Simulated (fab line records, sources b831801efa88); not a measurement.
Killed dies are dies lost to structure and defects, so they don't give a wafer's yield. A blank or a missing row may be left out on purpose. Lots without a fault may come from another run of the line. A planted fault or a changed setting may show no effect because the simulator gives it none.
Which tool did it? | flow sky130 | 7 lots, 21 wafers sampled, at 1 step of a route of 708

WHAT THE GAUGES READ, wafer by wafer
SKY_VIA3_CD_MEAS_12: target cd 200 nm.
lot  | measured     | on        | cd_nm (nm)
L178 | day 40 03:56 | cd_sem-01 | 199.4 198.5 197.7
L180 | day 40 12:11 | cd_sem-02 | 200.2 200.5 201.9
L182 | day 41 05:50 | cd_sem-02 | 200.6 200.6 200.4
L184 | day 41 19:08 | cd_sem-01 | 201.8 201.4 201.0
L188 | day 43 11:50 | cd_sem-01 | 200.7 199.0 199.4
L197 | day 45 04:14 | cd_sem-02 | 200.1 198.2 198.2
L199 | day 45 19:06 | cd_sem-01 | 198.0 198.4 198.4

WHICH TOOL RAN EACH LOT (tool, then ch and the chambers of the sampled wafers, then the start)
The record holds no process step before these readings.

THE ANSWER, worked out from the rows above alone
Rule: what is usual is taken from the lots themselves. Put in order of their means at a reading, lots are off if they are a third of the lots or fewer, leave a main group of 4 or more, and stand apart from it by a gap of 3 or more times the standard deviation of the main group's means; of several such gaps the widest counts. A main group whose means are all the same, to the digits that the tables above print for the reading, isn't used. A lot without any number at a reading at which 4 lots or more have one is off too. The other lots that the step has rows for count as sound.
No lot is off at any reading shown: from this, nothing can be told.

WHAT THE SIMULATOR HAD PUT IN
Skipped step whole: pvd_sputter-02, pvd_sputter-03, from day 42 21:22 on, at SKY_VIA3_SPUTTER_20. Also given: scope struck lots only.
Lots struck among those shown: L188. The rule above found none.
